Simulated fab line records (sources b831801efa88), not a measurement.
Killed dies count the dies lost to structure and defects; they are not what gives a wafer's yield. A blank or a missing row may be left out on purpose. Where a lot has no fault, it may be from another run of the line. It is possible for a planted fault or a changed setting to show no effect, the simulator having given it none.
Split-lot experiment || flow sfq-line || on a route of 325 steps: 5 lots, 23 wafers read

THE SPLIT ITSELF
At SFQ_TRILAYER_M6_LITHO_PEB_162 (peb time 60 s), the setting peb-temp-c was moved away from the recipe's 115 C on 7 of the 23 wafers read, by -1.0% to +3.2%. This setting was run at the recipe's value on the other wafers.

FROM THE SPLIT TO THE READING: what the file shows between them, 10 steps
- SFQ_TRILAYER_M6_LITHO_DEVELOP_161: time 60 s
- SFQ_TRILAYER_M6_BARC_OPEN_METAL_ETCH_206: etches BARC in O2, target depth 125 nm, time 42.91 s
- SFQ_TRILAYER_I6_VIA_LITHO_COAT_169: resist thk 650 nm (also split here: resist-thk-nm)
- SFQ_TRILAYER_I6_VIA_LITHO_SOFTBAKE_173
- SFQ_TRILAYER_I6_VIA_LITHO_EXPOSE_170: exposes mask I6, target cd 700 nm
- SFQ_TRILAYER_I6_VIA_LITHO_DEVELOP_171: time 60 s
- SFQ_TRILAYER_I6_VIA_BARC_OPEN_VIA_ETCH_235: etches BARC in O2, target depth 125 nm, time 41.7 s
- SFQ_TRILAYER_I7_VIA_LITHO_EXPOSE_188: exposes mask I7, target cd 1000 nm (also split here: dose-mj)
- SFQ_TRILAYER_I7_VIA_LITHO_PEB_190: peb time 60 s
- SFQ_TRILAYER_I7_VIA_LITHO_DEVELOP_189: time 60 s

THE READING
I7.cd-nm (the simulator's own value, which no gauge read), in nm, at SFQ_TRILAYER_I7_VIA_BARC_OPEN_VIA_ETCH_260 (etches BARC in O2, target depth 125 nm, time 41.7 s). The file gives no usual value for it. Here, 16 wafers ran the recipe; their average is 982.5 nm with a standard deviation of 1.4 nm.

{"wafer": "L074.1", "tool, chamber at the split": "litho-track-02, 0", "peb-temp-c as run, C": 115, "against the recipe": "recipe", "I7.cd-nm, nm": 983.6, "against lot-mates on the recipe": "-"}
{"wafer": "L074.5", "tool, chamber at the split": "litho-track-02, 0", "peb-temp-c as run, C": 115, "against the recipe": "recipe", "I7.cd-nm, nm": 981.9, "against lot-mates on the recipe": "-"}
{"wafer": "L074.6", "tool, chamber at the split": "litho-track-02, 0", "peb-temp-c as run, C": 115, "against the recipe": "recipe", "I7.cd-nm, nm": 983.9, "against lot-mates on the recipe": "-"}
{"wafer": "L076.1", "tool, chamber at the split": "litho-track-01, 0", "peb-temp-c as run, C": 115, "against the recipe": "recipe", "I7.cd-nm, nm": 982.5, "against lot-mates on the recipe": "-"}
{"wafer": "L076.2", "tool, chamber at the split": "litho-track-01, 0", "peb-temp-c as run, C": 115, "against the recipe": "recipe", "I7.cd-nm, nm": 983.9, "against lot-mates on the recipe": "-"}
{"wafer": "L076.4", "tool, chamber at the split": "litho-track-01, 0", "peb-temp-c as run, C": 115, "against the recipe": "recipe", "I7.cd-nm, nm": 983.2, "against lot-mates on the recipe": "-"}
{"wafer": "L076.5", "tool, chamber at the split": "litho-track-01, 0", "peb-temp-c as run, C": 115, "against the recipe": "recipe", "I7.cd-nm, nm": 982.2, "against lot-mates on the recipe": "-"}
{"wafer": "L076.6", "tool, chamber at the split": "litho-track-01, 0", "peb-temp-c as run, C": 115, "against the recipe": "recipe", "I7.cd-nm, nm": 982.4, "against lot-mates on the recipe": "-"}
{"wafer": "L077.2", "tool, chamber at the split": "litho-track-04, 0", "peb-temp-c as run, C": 115, "against the recipe": "recipe", "I7.cd-nm, nm": 980, "against lot-mates on the recipe": "-"}
{"wafer": "L077.3", "tool, chamber at the split": "litho-track-04, 0", "peb-temp-c as run, C": 116.4, "against the recipe": "+1.2%", "I7.cd-nm, nm": 979.2, "against lot-mates on the recipe": -0.9}
{"wafer": "L077.4", "tool, chamber at the split": "litho-track-04, 0", "peb-temp-c as run, C": 115, "against the recipe": "recipe", "I7.cd-nm, nm": 979.9, "against lot-mates on the recipe": "-"}
{"wafer": "L077.5", "tool, chamber at the split": "litho-track-04, 0", "peb-temp-c as run, C": 115, "against the recipe": "recipe", "I7.cd-nm, nm": 980.3, "against lot-mates on the recipe": "-"}
{"wafer": "L077.6", "tool, chamber at the split": "litho-track-04, 0", "peb-temp-c as run, C": 116.4, "against the recipe": "+1.2%", "I7.cd-nm, nm": 981, "against lot-mates on the recipe": "+0.9"}
{"wafer": "L081.1", "tool, chamber at the split": "litho-track-04, 0", "peb-temp-c as run, C": 118.7, "against the recipe": "+3.2%", "I7.cd-nm, nm": 993, "against lot-mates on the recipe": "+11.0"}
{"wafer": "L081.2", "tool, chamber at the split": "litho-track-04, 0", "peb-temp-c as run, C": 115, "against the recipe": "recipe", "I7.cd-nm, nm": 982.5, "against lot-mates on the recipe": "-"}
{"wafer": "L081.3", "tool, chamber at the split": "litho-track-04, 0", "peb-temp-c as run, C": 115, "against the recipe": "recipe", "I7.cd-nm, nm": 981.6, "against lot-mates on the recipe": "-"}
{"wafer": "L081.4", "tool, chamber at the split": "litho-track-04, 0", "peb-temp-c as run, C": 118.7, "against the recipe": "+3.2%", "I7.cd-nm, nm": 993.2, "against lot-mates on the recipe": "+11.2"}
{"wafer": "L081.5", "tool, chamber at the split": "litho-track-04, 0", "peb-temp-c as run, C": 118.7, "against the recipe": "+3.2%", "I7.cd-nm, nm": 992.7, "against lot-mates on the recipe": "+10.7"}
{"wafer": "L083.1", "tool, chamber at the split": "litho-track-02, 0", "peb-temp-c as run, C": 113.8, "against the recipe": "-1.0%", "I7.cd-nm, nm": 984.3, "against lot-mates on the recipe": "+0.4"}
{"wafer": "L083.2", "tool, chamber at the split": "litho-track-02, 0", "peb-temp-c as run, C": 115, "against the recipe": "recipe", "I7.cd-nm, nm": 984.1, "against lot-mates on the recipe": "-"}
{"wafer": "L083.4", "tool, chamber at the split": "litho-track-02, 0", "peb-temp-c as run, C": 115, "against the recipe": "recipe", "I7.cd-nm, nm": 982.8, "against lot-mates on the recipe": "-"}
{"wafer": "L083.5", "tool, chamber at the split": "litho-track-02, 0", "peb-temp-c as run, C": 113.8, "against the recipe": "-1.0%", "I7.cd-nm, nm": 983, "against lot-mates on the recipe": -0.9}
{"wafer": "L083.6", "tool, chamber at the split": "litho-track-02, 0", "peb-temp-c as run, C": 115, "against the recipe": "recipe", "I7.cd-nm, nm": 984.7, "against lot-mates on the recipe": "-"}

FIT RESULTS
A straight line over all 23 wafers: I7.cd-nm changes by +2.53 nm for each +1% of peb-temp-c; r = +0.77; the points scatter about the line by 2.6 nm.
The same after taking each lot's own level away (the mean of its wafers on the recipe; 23 wafers): +2.88 nm for each +1%; r = +0.91; scatter 1.6 nm.
The reading moves by 9.3 nm for the largest change in peb-temp-c, on that fit.
Measured against the standard deviation above, the lots' own levels, which go from 980.07 to 983.87 nm, span 2.7 times it.
So the lot-to-lot level blurs the effect unless lot-mates are compared.
Check: for one of the wafers moved furthest among these (+3.2%), held out of the fit, the line's prediction against its lot-mates is +8.82 nm. Against them it came out at +11 nm.

THESE WAFERS: OTHER SPLITS
Note: prior to the reading, these wafers also went through further splits. Each is held against what the fit with the lots' levels taken away leaves over:
{"other split on the same wafers": "SFQ_TRILAYER_R5_DEP_SPUTTER_134 power-w", "wafers away from the commonest value": 7, "r with I7.cd-nm (lot level and that fit taken away)": -0.26}
{"other split on the same wafers": "SFQ_TRILAYER_R5_LITHO_COAT_136 resist-thk-nm", "wafers away from the commonest value": 6, "r with I7.cd-nm (lot level and that fit taken away)": -0.29}
{"other split on the same wafers": "SFQ_TRILAYER_R5_ETCH_METAL_ETCH_139 time-s", "wafers away from the commonest value": 6, "r with I7.cd-nm (lot level and that fit taken away)": -0.25}
{"other split on the same wafers": "SFQ_TRILAYER_I5_LITHO_EXPOSE_145 dose-mj", "wafers away from the commonest value": 9, "r with I7.cd-nm (lot level and that fit taken away)": -0.31}
{"other split on the same wafers": "SFQ_TRILAYER_I5_BARC_OPEN_VIA_ETCH_200 time-s", "wafers away from the commonest value": 9, "r with I7.cd-nm (lot level and that fit taken away)": -0.05}
{"other split on the same wafers": "SFQ_TRILAYER_C5_LITHO_COAT_151 spin-rpm", "wafers away from the commonest value": 7, "r with I7.cd-nm (lot level and that fit taken away)": -0.27}
{"other split on the same wafers": "SFQ_TRILAYER_M6_DEP_SPUTTER_157 time-s", "wafers away from the commonest value": 5, "r with I7.cd-nm (lot level and that fit taken away)": "+0.15"}
{"other split on the same wafers": "SFQ_TRILAYER_I6_VIA_LITHO_COAT_169 resist-thk-nm", "wafers away from the commonest value": 8, "r with I7.cd-nm (lot level and that fit taken away)": "+0.27"}
{"other split on the same wafers": "SFQ_TRILAYER_I7_VIA_LITHO_EXPOSE_188 dose-mj", "wafers away from the commonest value": 3, "r with I7.cd-nm (lot level and that fit taken away)": "+0.37"}

THE WHOLE CHAIN: every reading that the file lists as answering this split, in the file's order
{"step": "SFQ_TRILAYER_M6_BARC_OPEN_METAL_ETCH_206", "what it does": "etches BARC in O2, target depth 125 nm, time 42.91 s", "reading": "M6.cd-nm (the simulator's own value, which no gauge read)", "change (the file's fit)": "-18.5 nm for each +1% of the setting", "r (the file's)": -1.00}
{"step": "SFQ_TRILAYER_I7_VIA_BARC_OPEN_VIA_ETCH_260", "what it does": "etches BARC in O2, target depth 125 nm, time 41.7 s", "reading": "I7.cd-nm (the simulator's own value, which no gauge read)", "change (the file's fit)": "+2.74 nm for each +1% of the setting", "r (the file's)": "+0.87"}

THE FILE'S OWN FIT
I7.cd-nm changes by +2.74 nm for each +1% of peb-temp-c, r = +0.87.
